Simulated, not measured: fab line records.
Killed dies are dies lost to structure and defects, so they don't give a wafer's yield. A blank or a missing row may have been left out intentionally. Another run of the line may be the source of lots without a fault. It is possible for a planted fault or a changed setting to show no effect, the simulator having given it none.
Struck lot and sound lot, side by side / flow sky130 / 23 steps out of a route of 708
Sound: the wafers L788.1, L788.3, L788.6. Struck: wafer L792.1 (left out: L792.4, a lot-mate that was not struck); the cause follows at the end.
Per side, at each step with rows, come the tool, then ch with its chambers, and then its first start. Under that, the readings that differ: sound wafers / struck wafers / difference of the means / sigmas: that difference in standard deviations of wafers without a fault.
alike: readings whose means differ by less than 2 such deviations, and words and numbers that are the same on both sides. not compared: withheld readings, readings that some wafer has no value for, bounds like >300 that may hide the same value, and numbers for which the record gives no deviation and whose values overlap.
Wherever a step has rows on one side only, a row that says differs or no value, or a row with sigmas, the two part there. When numbers do not overlap yet have no deviation, they are printed without sigmas and do not part them. A reading that every wafer of one side lacks parts them only if that side has two wafers or more.

first, 1 step without rows for these wafers: SKY_LI_CONTACT_PRE_CLEAN_18 (time 5.6 s).
SKY_LI_CONTACT_SPUTTER_19: material Ti, target thk 20 nm, time 106.37 s.
  sound on pvdSputter-01 at day 30 07:51; struck on pvdSputter-02 at day 31 21:30
  alike: throttleValvePct
SKY_LI_CONTACT_SPUTTER_20: material TiN, target thk 20 nm, time 80 s.
  sound on pvdSputter-01 at day 30 07:56; struck on pvdSputter-02 at day 31 21:35
reading=throttleValvePct (%); sound=29.9 31.7 30.4; struck=28.0; difference=-2.7; sigmas=-2
SKY_LI_CONTACT_CVD_21: deposits W, target thk 400 nm, time 120.56 s.
  sound on cvdW-02 ch 0,1, day 30 07:59; struck on cvdW-01 ch 0, day 31 21:38
  alike: heaterPowerW, susceptorTempC
SKY_LI_CONTACT_RS_MEAS_22: measurement is done with a four-point probe.
  sound on filmMetro-02 at day 30 08:07; struck on filmMetro-03 at day 31 21:46
  alike: LI_CONTACT_W_RS
SKY_LI_CONTACT_THK_MEAS_23: measures by xrf.
  sound on filmMetro-02 at day 30 08:14; struck on filmMetro-03 at day 31 21:53
  alike: LI_CONTACT_W_THK
SKY_LI_CONTACT_CMP_24: polishes, stops on PSG, t overpolish 20 s, target thk 0 nm.
  sound on cmp-01 ch 0,1,3, day 30 08:20; struck on cmp-02 ch 3, day 31 21:59
  alike: edgeZonePressureFrac, motorCurrentA, overpolishRunS, timeToEndpointS
SKY_LOCAL_INTERCONNECT_SPUTTER_00: material TiN, target thk 100 nm, time 83.3 s.
  sound on pvdSputter-04 at day 30 08:35; struck on pvdSputter-03 at day 31 22:14
reading=throttleValvePct (%); sound=29.5 30.2 29.1; struck=32.5; difference=+2.9; sigmas=+3
  alike: susceptorTempC
SKY_LOCAL_INTERCONNECT_RS_MEAS_01: measurement is done with a four-point probe.
  sound on filmMetro-03 at day 30 08:40; struck on filmMetro-04 at day 31 22:19
  alike: LOCAL_INTERCONNECT_TIN_RS
SKY_LOCAL_INTERCONNECT_THK_MEAS_02: measures by xrf.
  sound on filmMetro-03 at day 30 08:47; struck on filmMetro-04 at day 31 22:26
  alike: LOCAL_INTERCONNECT_TIN_THK
then, 2 steps without rows for these wafers: SKY_LOCAL_INTERCONNECT_DEHYDRATE_03 (time 60 s); SKY_LOCAL_INTERCONNECT_HMDS_04 (prime time 60 s).
SKY_LOCAL_INTERCONNECT_COAT_05: resist thk 60 nm.
  sound on lithoTrack-01 ch 0, day 30 21:53; struck on lithoTrack-01 ch 0, day 32 12:08
  alike: exhaustPa
then, 5 steps without rows for these wafers: SKY_LOCAL_INTERCONNECT_COAT_06 (resist thk 450 nm); SKY_LOCAL_INTERCONNECT_SOFTBAKE_07 (time 90 s); SKY_LOCAL_INTERCONNECT_EXPOSE_08 (exposes mask LI1M, target cd 170 nm); SKY_LOCAL_INTERCONNECT_PEB_09; SKY_LOCAL_INTERCONNECT_DEVELOP_10 (develop time 60 s).
SKY_LOCAL_INTERCONNECT_CD_MEAS_11 targets a cd of 170 nm.
  sound on cdSem-02 at day 31 12:17; struck on cdSem-02 at day 33 01:13
  alike: cdNm
SKY_LOCAL_INTERCONNECT_OVL_MEAS_12:
  sound on overlay-02 at day 31 12:24; struck on overlay-01 at day 33 01:20
reading=LOCAL_INTERCONNECT_OVL (nm); sound=4 6 4; struck=-6; difference=-11; sigmas=-2
SKY_LOCAL_INTERCONNECT_ETCH_13: etches BARC in N2/H2, stops on SiO2, time 45.9 s, target depth 60 nm.
  sound on rieMetal-02 ch 1, day 31 12:26; struck on rieMetal-02 ch 1, day 33 01:23
reading=model.etch.depthNm (nm); sound=60.13 60.09 60.13; struck=60.33; difference=+0.21; sigmas=
  alike: chamberPressureMTorr, drypumpMotorCurrentA, heBacksideLeakSccm, n2FlowSccm, oesProductAu, throttleValvePct
  not compared: rfHoursCounterH
then, 1 step without rows for these wafers: SKY_LOCAL_INTERCONNECT_METAL_ETCH_14 (etches TiN in Cl2/BCl3, stops on PSG, target depth 110 nm, time 31.4 s).
SKY_PAD_OPEN_PROBE_99:
  the record has rows for the sound wafers here (prober-01, day 46 17:34) and none for the struck ones

== WHERE THEY PART ==
At SKY_LI_CONTACT_SPUTTER_20 first; at SKY_PAD_OPEN_PROBE_99 last (within this record only).

WHY: whatever the simulator had introduced
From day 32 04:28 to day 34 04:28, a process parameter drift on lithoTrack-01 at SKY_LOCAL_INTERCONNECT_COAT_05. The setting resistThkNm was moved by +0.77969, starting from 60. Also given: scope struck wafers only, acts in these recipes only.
